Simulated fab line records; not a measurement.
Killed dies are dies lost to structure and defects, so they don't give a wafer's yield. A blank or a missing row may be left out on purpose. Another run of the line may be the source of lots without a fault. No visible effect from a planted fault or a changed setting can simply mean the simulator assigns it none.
8D (eight disciplines) problem report, filled in by code || flow gf180mcu || the parts of the form that need people (team, actions taken, sign-off) are left out

== 1. PROBLEM STATEMENT ==
Wafers without a fault read 215.1 s, standard deviation 2.7; run_length_s at GF_STI_WET_ETCH_26 reads a mean of 169.8 s on 6 wafers belonging to 2 lots. That is -17 standard deviations from the usual mean.
The step: etches SiO2 in dHF, target depth 94 nm, time 188 s.
Earliest sighting: wafer L502.2 on wet_bench-03 at day 5 01:58. The record holds 42 wafers of 14 lots with a number at this step. By rule, "out" or "out of limits" means more than 4 standard deviations away from the usual mean. Any other wafer with a number is counted as sound.

== 2. WHAT IT IS, AND WHAT IT ISN'T ==
{"question": "which readings at this step", "is": "run_length_s", "is not": "-"}
{"question": "which lots", "is": "L502, L503", "is not": "L489, L490, L491, L492, L494, L496, L498, L504, L508, L509, L510, L512"}
{"question": "which wafers of those lots", "is": "all that have a number", "is not": "-"}
{"question": "read on which tools", "is": "wet_bench-03", "is not": "wet_bench-01, wet_bench-02"}
{"question": "when", "is": "from day 5 01:58", "is not": "up to then (21 sound wafers); but 15 sound wafers of L504, L508, L509, L510, L512 came after"}

== 3. SUSPECTS, AND WHAT RULES EACH OUT ==
Counting: a tool stays on the suspect list if, at a process step up to the reading, it processed all lots that are out and no sound lot following the first of them.
- wet_bench-03 at GF_STI_WET_ETCH_26 (etches SiO2 in dHF, target depth 94 nm, time 188 s): kept. It processed each lot that is out, first L502 at day 5 01:58, and no sound lot thereafter; up to then, the last sound lot it processed was L496 at day 3 17:47. Its own run_length_s readings are out on those wafers.
Remaining after the count: wet_bench-03 at GF_STI_WET_ETCH_26.

== 4. THE CAUSE (what the simulator had put in) ==
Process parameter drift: wet_bench-03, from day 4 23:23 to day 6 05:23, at GF_STI_WET_ETCH_26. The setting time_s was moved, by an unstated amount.
Only this tool survived the counting.

== 5. THE EFFECT CHAIN, in route order ==
Each row: a reading whose mean over the struck wafers that have a number lies more than 3 standard deviations from the usual. Scope: only readings with a usual standard deviation given in the record; hours: median across lots of the time from each lot's start at the first step in this table that gives one to its start at this step; sigmas: change in usual standard deviations.
{"hours": 0, "step": "GF_STI_WET_ETCH_26", "reading": "run_length_s", "usual": "215.1 s", "on struck wafers": 169.8, "change": -45.3, "sigmas": -17}
The process steps in it:
- GF_STI_WET_ETCH_26: etches SiO2 in dHF, target depth 94 nm, time 188 s.
Later steps that measure or inspect, where all struck wafers having a row at the step show a number for every such reading and not one has moved that far: GF_VT_IMPLANT_RS_MEAS_49, GF_DUAL_GATE_OVL_MEAS_11.

== 6. HOW IT WOULD HAVE BEEN CAUGHT EARLIER ==
In this record the first reading out of limits was taken at day 5 01:58, 3 hours after the fault began at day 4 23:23.
